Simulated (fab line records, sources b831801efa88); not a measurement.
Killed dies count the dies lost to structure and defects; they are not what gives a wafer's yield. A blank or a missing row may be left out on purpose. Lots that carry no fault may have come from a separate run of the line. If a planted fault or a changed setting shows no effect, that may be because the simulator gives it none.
Struck lot and sound lot, side by side    flow sky130    14 steps out of a route of 708
Sound: wafers L893.2, L893.4, L893.5. The struck wafers were L907.3, L907.4, L907.5. Last of all comes the cause.
For every step that has rows: the tool of each side, followed by ch and its chambers, followed by its first start. Under that, the readings that differ: sound wafers    struck wafers    difference of the means    sigmas: that difference in standard deviations of wafers without a fault.
alike: words and numbers the same on both sides, and readings whose means are apart by under 2 such deviations; not compared: readings that were withheld, readings missing a value for some wafer, numbers with overlapping values and no deviation given by the record, and bounds like >300 which may hide the same value.
The two part at a step that has a row with sigmas, a row that says differs or no value, or rows on one side only. Non-overlapping numbers with no deviation appear without sigmas and do not part them. Lack of a reading on every wafer of one side parts them only where that side has two or more wafers.

first, 2 steps without rows for these wafers: SKY_VIA4_PEB_09; SKY_VIA4_DEVELOP_10 (develop time 60 s).
SKY_VIA4_OVL_MEAS_11:
  struck on overlay-02, day 48 09:21; sound on overlay-01, day 44 06:49
  alike: VIA4_OVL
SKY_VIA4_ETCH_12: etches SiO2 in C4F8/O2/Ar, stops on TiN, target depth 580 nm.
  sound on rie diel-04 ch 0,1,2, day 44 06:50; struck on rie diel-01 ch 1,3, day 48 09:22
  alike: oes product au
SKY_VIA4_STRIP_13: strips in O2/N2.
  sound on plasma asher-03 ch 0,1, day 44 06:55; struck on plasma asher-01 ch 0,1, day 48 09:29
reading                      sound        struck       difference  sigmas
drypump motor current A (A)  5.6 5.7 5.8  6.6 6.5 6.6  +0.9        +2
  alike: oes product au, strip time to endpoint s
  not compared: rf hours counter h
then, 3 steps without rows for these wafers: SKY_VIA4_STRIP_14 (strips in post etch residue remover, time 1200 s); SKY_VIA4_CLEAN_15 (cleans in IPA, time 180 s); SKY_VIA4_CLEAN_16 (cleans in O3/DIW).
SKY_VIA4_SPUTTER_17: material TiN, target thk 20 nm, time 80 s.
  struck on pvd sputter-04, day 48 10:09; sound on pvd sputter-01, day 44 07:32
  alike: chamber pressure pa, throttle valve pct
SKY_VIA4_CVD_18: deposits W, target thk 505 nm, time 152.14 s.
  sound on cvd w-02 ch 0,1, day 44 07:35; struck on cvd w-01 ch 0,1, day 48 10:16
  alike: heater power w
SKY_VIA4_RS_MEAS_19: measurement is done with a four-point probe.
  struck on film metro-01, day 48 10:24; sound on film metro-01, day 44 07:46
  alike: VIA4_W_RS
SKY_VIA4_THK_MEAS_20: measures by xrf.
  struck on film metro-01, day 48 10:30; sound on film metro-01, day 44 07:52
  alike: VIA4_W_THK
SKY_VIA4_CMP_21: polishes, stops on SiO2, t overpolish 25 s, target thk 0 nm.
  sound on cmp-01 ch 1,2,3, day 44 07:55; struck on cmp-01 ch 1,3, day 48 10:35
reading                 sound                 struck             difference  sigmas
overpolish run s (s)    24.995 25.008 24.998  0.034 0.037 0.033  -24.966     -99 or more
time to endpoint s (s)  114 123 116           190 194 192        +74         +19
  alike: motor current A, platen rpm
-- the record jumps here: 2 days lie between the struck wafers' starts before and after (it left off in module VIA4 and takes up again in module PAD_OPEN, whose first step shown is number 708 of the route) --
SKY_PAD_OPEN_PROBE_99:
  struck on prober-01, day 50 17:34; sound on prober-01, day 47 00:57
reading                   sound           struck          difference  sigmas
defect limited yield (%)  82.1 81.5 82.1  0 0 0           -82         -45
killed_at_M4_up           3 2 3           418 406 392     +403        +99 or more
killed dies               88 91 88        492 492 492     +403        +46
killed on rim             18 19 20        96 96 96        +77         +21
sort_bin_3_pad_short (%)  1.0 0.6 0.8     84.6 82.9 80.1  +81.7       +99 or more
sort n pass               404 401 404     0 0 0           -403        -46
sort yield pct (%)        82.1 81.5 82.1  0 0 0           -82         -45
  alike: killed_at_M0_to_M3, killed at contacts, killed at front end, killed at other, killed open, killed short, sort_bin_5_function, sort_bin_6_memory

== WHERE THEY PART ==
First at SKY_VIA4_STRIP_13; last, within this record, at SKY_PAD_OPEN_PROBE_99.

WHY: what the simulator had put in
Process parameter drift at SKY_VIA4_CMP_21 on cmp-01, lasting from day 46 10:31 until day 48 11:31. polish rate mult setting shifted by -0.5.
